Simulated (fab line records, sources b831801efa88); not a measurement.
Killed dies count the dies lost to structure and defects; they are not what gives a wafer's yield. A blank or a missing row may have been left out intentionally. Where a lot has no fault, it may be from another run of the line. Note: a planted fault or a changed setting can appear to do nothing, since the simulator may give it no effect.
One fault through the eyes of 2 desks    flow gf180mcu    numbers are kept per desk, each desk with only its own; the story behind them comes last

== AT THE METROLOGY DESK ==
Means of the sampled wafers that have a number, per lot and without regard to the tool the lot ran on: this is what the gauges read. The brackets show how far a lot's mean lies from the usual mean; more than 4 standard deviations puts the lot out of limits, marked OUT.
Columns: A = SALICIDE_TIN_RS at GF_SALICIDE_RS_MEAS_04, usual 17.2 ohm/sq; B = CONTACT_W_THK at GF_CONTACT_THK_MEAS_26, usual 289 nm; C = M1_ALCU_THK at GF_M1_THK_MEAS_06, usual 450 nm; D = cdNm at GF_M1_CD_MEAS_14, usual 230.3 nm
lot   first seen here  A     B    C    D
L749  day 15 07:18     17.2  293  455  230.1
L750  day 15 11:32     17.3  286  459  229.1
L751  day 16 04:29     17.3  295  451  227.4
L752  day 16 11:03     17.2  284  453  228.5
L753  day 16 16:20     17.3  284  448  231.1
L754  day 17 01:11     17.0  284  451  230.2
L756  day 17 19:04     17.0  286  453  229.7
L762  day 20 02:27     17.6  291  457  231.0
L767  day 21 14:35     17.3  289  451  229.2
L769  day 22 12:58     17.1  296  446  230.8
L770  day 22 23:48     17.7  286  454  230.0
L771  day 23 02:10     17.2  290  448  230.8
L772  day 23 07:15     17.3  284  451  230.1
Result from this desk: across the 13 lots, nothing is out of limits.

== THE TOOL OWNER'S DESK: pvdSputter-01 ==
At GF_M1_SPUTTER_04 (material TiN, target thk 50 nm, time 41.7 s) the tool's own readings: per lot run on this tool, the mean of the sampled wafers that have a number. The brackets show how far a lot's mean lies from the usual mean; more than 4 standard deviations puts the lot out of limits, marked OUT.
Columns: A = chamberPressurePa at GF_M1_SPUTTER_04, usual 0.3999 Pa; B = throttleValvePct at GF_M1_SPUTTER_04, usual 29.6 %
lot   first seen here  A       B
L751  day 17 05:58     0.3999  27.7
L762  day 21 05:23     0.4001  27.9
L771  day 24 03:32     0.3992  28.0
L772  day 24 08:03     0.4000  29.7
Result from this desk: across the 4 lots, nothing is out of limits.

== ALL TOGETHER ==
From the metrology desk's view, nothing was out of limits.
The desk of the tool owner found nothing out of limits.

== WHAT HAD BEEN PUT IN BY THE SIMULATOR ==
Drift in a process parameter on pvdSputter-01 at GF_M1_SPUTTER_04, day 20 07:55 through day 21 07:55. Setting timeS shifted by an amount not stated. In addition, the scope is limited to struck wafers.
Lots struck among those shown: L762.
